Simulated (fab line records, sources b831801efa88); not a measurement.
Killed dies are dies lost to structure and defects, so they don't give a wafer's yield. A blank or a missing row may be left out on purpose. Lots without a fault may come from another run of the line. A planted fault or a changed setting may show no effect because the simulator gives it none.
fab line records | flow sky130
record lots=13 wafers=39 last_day=50
route steps=708 shown POLY_GATE@230 LOCAL_INTERCONNECT@398 METAL1@436
lots that met no fault: from a run of the same line without faults
start_h: hours from the record's first day to the start of the lot's first wafer shown | wait_h: hours since the lot's step before | " the same as in the row above | L1.1+2: a row that stands for several wafers | - no value, or no start given | * or withheld: withheld | < > ~ a bound
route shown NAME@n: a module of which the file shows steps, and the number in the route of the first | usual: mean/standard deviation of fault-free wafers | same: alike in all rows | chamber/n: place in a boat | sites: the reading at each site | _std_site: their standard deviation | _edge_site: outer sites' mean less inner sites' | radius_mm: how far each site lies from the wafer's centre | mask NAME#n: copy n | behind: the tool/chamber that last shaped the wafer | hold: why the lot was held/for how many hours/how that ended | device: the transistor (n, p or np) that didn't switch | end of line: the same wafers' tests at the end of the route | a step without rows: its recipe alone | killed: dies lost to structure and defects at the first sort, not the wafer's yield | map: a wafer's dies, x killed, . not, _ none there
set.NAME: the setting as run; set.NAME@STEP: as run at that earlier step | model.NAME: the simulator's own value behind a step, which no gauge read
steps of the route over a sample of lots; a table a step, a row a wafer
services: from which hour (start_h, from the record's first day; less than 0 if before it) a tool's chamber was out of use, for how many hours, and why
## steps
# step SKY_POLY_GATE_ETCH_16
# recipe stop_on=poly-Si chemistry=CH3F/O2 target=Si3N4 source_w=400 bias_w=80 pressure_mtorr=25 ch3f_flow_sccm=40 O2_flow_sccm=30 time_s=147.5 target_depth_a=750
# usual O2_flow_sccm=30.01/0.091 drypump_motor_current_A=5.7/0.47 oes_product_au=0.642/0.0051 rf_fwd_power_W=398.4/1.4 throttle_valve_pct=10.535/0.009
# columns lot.wafer tool chamber start_h wait_h O2_flow_sccm drypump_motor_current_A oes_product_au rf_fwd_power_W rf_hours_counter_h throttle_valve_pct
L924.1 rie_diel-01 1 363.85 0.0 29.86 5.3 0.643 399.7 4 10.548
L924.5 " 1 " " 29.81 5.3 0.647 399.6 - 10.556
L924.6 " 0 " " 29.93 6.4 0.642 399.1 - 10.535
L926.3 rie_diel-03 1 378.27 0.0 29.91 5.6 0.647 398.6 89 10.526
L926.4 " 2 " " 29.85 6.3 0.648 397.1 7 10.533
L926.6 " 3 " " 30.14 5.9 0.646 399.4 - 10.529
L927.1 rie_diel-01 1 386.17 0.0 30.07 5.3 0.652 403.7 4 10.559
L927.2 " 2 " " 30.06 5.4 0.642 396.8 94 10.522
L927.3 " 0 " " 30.09 6.4 0.647 397.9 6 10.541
L929.3 rie_diel-01 2 403.57 0.0 30.09 5.4 0.638 397.5 94 10.534
L929.4 " 0 " " 29.90 6.4 0.636 399.7 7 10.546
L929.5 " 2 " " 30.09 5.4 0.640 399.8 - 10.546
L931.2 rie_diel-03 2 437.02 0.0 30.06 6.2 0.645 398.8 9 10.521
L931.3 " 1 " " 30.08 5.5 0.651 397.2 91 10.536
L931.6 " 2 " " 30.03 6.2 0.643 399.1 - 10.548
L932.2 rie_diel-04 1 437.37 0.0 29.96 5.9 0.640 397.5 37 10.519
L932.4 " 0 " " 30.12 6.4 0.638 399.7 1 10.528
L932.6 " 2 " " 30.05 6.0 0.639 398.9 - 10.534
L933.1 rie_diel-04 3 448.45 0.0 30.07 5.7 0.648 397.7 36 10.533
L933.4 " 1 " " 29.90 5.9 0.640 397.9 37 10.527
L933.6 " 1 " " 29.91 5.9 0.637 398.1 - 10.543
L934.3 rie_diel-01 3 451.92 0.0 30.04 5.1 0.640 400.3 9 10.518
L934.5 " 0 " " 29.98 6.4 0.639 399.4 - 10.538
L934.6 " 1 " " 29.94 5.3 0.635 397.8 - 10.538
L936.2 rie_diel-01 3 488.42 0.0 30.01 5.1 0.641 398.5 10 10.545
L936.5 " 1 " " 29.97 5.4 0.634 398.9 - 10.540
L936.6 " 0 " " 29.92 6.4 0.640 399.4 - 10.534
L935.1 rie_diel-01 3 489.60 0.0 30.09 5.1 0.635 398.3 10 10.545
L935.3 " 1 " " 29.94 5.3 0.635 401.4 6 10.537
L935.5 " 1 " " 30.13 5.4 0.635 400.7 - 10.545
L938.2 rie_diel-03 2 503.45 0.0 29.83 6.2 0.640 399.7 10 10.534
L938.5 " 2 " " 30.01 6.2 0.638 399.8 - 10.531
L938.6 " 1 " " 29.96 5.6 0.647 399.1 - 10.532
L940.2 rie_diel-01 0 512.57 0.0 30.16 6.4 0.634 335.5 9 10.535
L940.4 " 0 " " 30.09 6.4 0.638 336.6 - 10.518
L940.5 " 1 " " 30.03 5.3 0.637 399.2 - 10.532
L946.1 rie_diel-04 1 556.15 0.0 30.10 5.9 0.638 399.1 39 10.535
L946.5 " 1 " " 30.09 5.9 0.640 396.4 - 10.547
L946.6 " 2 " " 30.15 5.9 0.640 400.1 - 10.548
# step SKY_LOCAL_INTERCONNECT_CD_MEAS_11
# recipe target_cd_nm=170
# usual cd_nm=169.6/1.4
# columns lot.wafer tool chamber start_h wait_h cd_nm
L924.1 cd_sem-02 - 701.02 - 169.6
L924.5 " - " " 168.8
L924.6 " - " " 170.9
L926.3 cd_sem-02 - 717.50 - 169.8
L926.4 " - " " 169.1
L926.6 " - " " 170.1
L927.1 cd_sem-02 - 721.61 - 169.6
L927.2 " - " " 170.9
L927.3 " - " " 169.8
L929.3 cd_sem-02 - 742.02 - 170.0
L929.4 " - " " 169.8
L929.5 " - " " 170.6
L931.2 cd_sem-01 - 773.84 - 171.1
L931.3 " - " " 170.7
L931.6 " - " " 170.2
L932.2 cd_sem-01 - 774.49 - 169.7
L932.4 " - " " 170.9
L932.6 " - " " 171.1
L933.1 cd_sem-01 - 783.68 - 169.1
L933.4 " - " " 169.8
L933.6 " - " " 169.8
L934.3 cd_sem-02 - 787.75 - 170.4
L934.5 " - " " 170.3
L934.6 " - " " 168.6
L936.2 cd_sem-01 - 815.69 - 166.9
L936.5 " - " " 169.3
L936.6 " - " " 169.4
L935.1 cd_sem-01 - 817.31 - 168.1
L935.3 " - " " 168.9
L935.5 " - " " 168.0
L938.2 cd_sem-02 - 830.15 - 170.7
L938.5 " - " " 168.3
L938.6 " - " " 170.8
L940.2 cd_sem-02 - 837.34 - 172.4
L940.4 " - " " 172.9
L940.5 " - " " 172.6
L946.1 cd_sem-02 - 873.22 - 169.9
L946.5 " - " " 169.3
L946.6 " - " " 170.6
# step SKY_METAL1_SPUTTER_02
# recipe material=AlCu target_thk_nm=250 power_w=10600 time_s=13.3 chamber_pressure_pa=0.4
# usual throttle_valve_pct=30.1/1.4
# columns lot.wafer tool chamber start_h wait_h throttle_valve_pct
L924.1 pvd_sputter-02 - 734.01 0.0 28.7
L924.5 " - " " 30.3
L924.6 " - " " 29.9
L926.3 pvd_sputter-04 - 748.23 0.0 29.4
L926.4 " - " " 32.2
L926.6 " - " " 31.0
L927.1 pvd_sputter-02 - 752.59 0.0 29.9
L927.2 " - " " 29.8
L927.3 " - " " 28.8
L929.3 pvd_sputter-04 - 773.72 0.0 29.5
L929.4 " - " " 31.3
L929.5 " - " " 31.5
L931.2 pvd_sputter-03 - 804.24 0.0 30.2
L931.3 " - " " 27.3
L931.6 " - " " 30.4
L932.2 pvd_sputter-03 - 804.96 0.0 31.8
L932.4 " - " " 30.3
L932.6 " - " " 29.8
L933.1 pvd_sputter-04 - 813.14 0.0 30.6
L933.4 " - " " 29.6
L933.6 " - " " 32.0
L934.3 pvd_sputter-04 - 817.06 0.0 31.3
L934.5 " - " " 29.3
L934.6 " - " " 31.6
L936.2 pvd_sputter-02 - 845.03 0.0 29.9
L936.5 " - " " 29.9
L936.6 " - " " 29.8
L935.1 pvd_sputter-03 - 846.19 0.0 30.3
L935.3 " - " " 29.5
L935.5 " - " " 27.3
L938.2 pvd_sputter-03 - 859.38 0.0 31.8
L938.5 " - " " 27.2
L938.6 " - " " 29.5
L940.2 pvd_sputter-02 - 866.95 0.0 28.6
L940.4 " - " " 30.1
L940.5 " - " " 30.6
L946.1 pvd_sputter-03 - 901.93 0.0 27.3
L946.5 " - " " 30.0
L946.6 " - " " 27.5
# step SKY_METAL1_OVL_MEAS_16
# usual METAL1_OVL=-1/5.4
# columns lot.wafer tool chamber start_h wait_h METAL1_OVL[nm]
L924.1 overlay-02 - 761.68 0.1 -3
L924.5 " - " " -3
L924.6 " - " " -3
L926.3 overlay-02 - 776.94 0.1 -10
L926.4 " - " " 1
L926.6 " - " " -2
L927.1 overlay-02 - 781.69 0.1 -5
L927.2 " - " " -8
L927.3 " - " " -1
L929.3 overlay-02 - 801.90 0.1 -1
L929.4 " - " " -5
L929.5 " - " " -10
L931.2 overlay-01 - 830.64 0.1 -8
L931.3 " - " " 0
L931.6 " - " " -5
L932.2 overlay-01 - 831.04 0.1 -2
L932.4 " - " " -9
L932.6 " - " " 1
L933.1 overlay-01 - 839.43 0.1 1
L933.4 " - " " 1
L933.6 " - " " -5
L934.3 overlay-01 - 843.53 0.1 -5
L934.5 " - " " -4
L934.6 " - " " -5
L936.2 overlay-01 - 871.99 0.1 -8
L936.5 " - " " 2
L936.6 " - " " -3
L935.1 overlay-01 - 872.68 0.1 -2
L935.3 " - " " -5
L935.5 " - " " -1
L938.2 overlay-02 - 885.65 0.1 1
L938.5 " - " " -5
L938.6 " - " " -1
L940.2 overlay-02 - 893.24 0.1 3
L940.4 " - " " 5
L940.5 " - " " 7
L946.1 overlay-01 - 926.54 0.1 5
L946.5 " - " " 2
L946.6 " - " " -1
## services
# columns tool chamber start_h hours kind
rie_diel-01 0 350.68 11.2 repair
pvd_sputter-03 - 388.73 1.1 repair
pvd_sputter-03 - 400.42 6.5 repair
rie_diel-01 3 406.16 7.1 repair
rie_diel-01 0 407.09 8.8 repair
pvd_sputter-03 - 410.50 5.9 repair
pvd_sputter-03 - 441.08 3.4 repair
rie_diel-01 1 490.07 1.3 repair
rie_diel-01 - 497.93 2.8 pm
rie_diel-01 2 507.43 7.2 repair
rie_diel-01 0 525.04 7.7 repair
pvd_sputter-03 - 532.07 5.1 repair
pvd_sputter-03 - 540.67 3.5 repair
rie_diel-01 3 545.20 2.7 repair
rie_diel-01 0 558.89 25.0 repair
rie_diel-01 3 570.65 4.5 repair
pvd_sputter-03 - 596.15 3.9 repair
rie_diel-01 - 612.73 14.6 pm
pvd_sputter-03 - 654.35 0.7 repair
rie_diel-01 3 727.06 7.3 repair
rie_diel-01 - 812.59 0.5 repair
rie_diel-01 0 839.87 6.8 repair
rie_diel-01 3 872.94 4.1 repair
rie_diel-01 3 883.47 2.9 repair
## key
first_sign step=SKY_POLY_GATE_ETCH_16 reading=rf_fwd_power_W direction=down sigmas=45 usual=398.4 struck=336.0
effect none on later readings
met_at SKY_POLY_GATE_ETCH_16
struck_lots L940
struck_wafers L940.2,L940.4
tester_left_out L940
not_acting_at SKY_LOCAL_INTERCONNECT_CD_MEAS_11,SKY_METAL1_SPUTTER_02,SKY_METAL1_OVL_MEAS_16
onset_between 488.42 512.57
fault kind=process_parameter_drift tool=rie_diel-01 chamber=0 onset_h=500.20 steps=SKY_POLY_GATE_ETCH_16 channel=source_w offset=-64 shape=step end_h=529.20 acts_in=these_recipes_only stated=400
# tester_left_out: of these lots the tester's yield and bins aren't shown, on N5 and GAA mostly nor the transistor test; their killed dies are dies lost to structure and defects alone, not to doping, threshold or leakage, so they don't give the yield
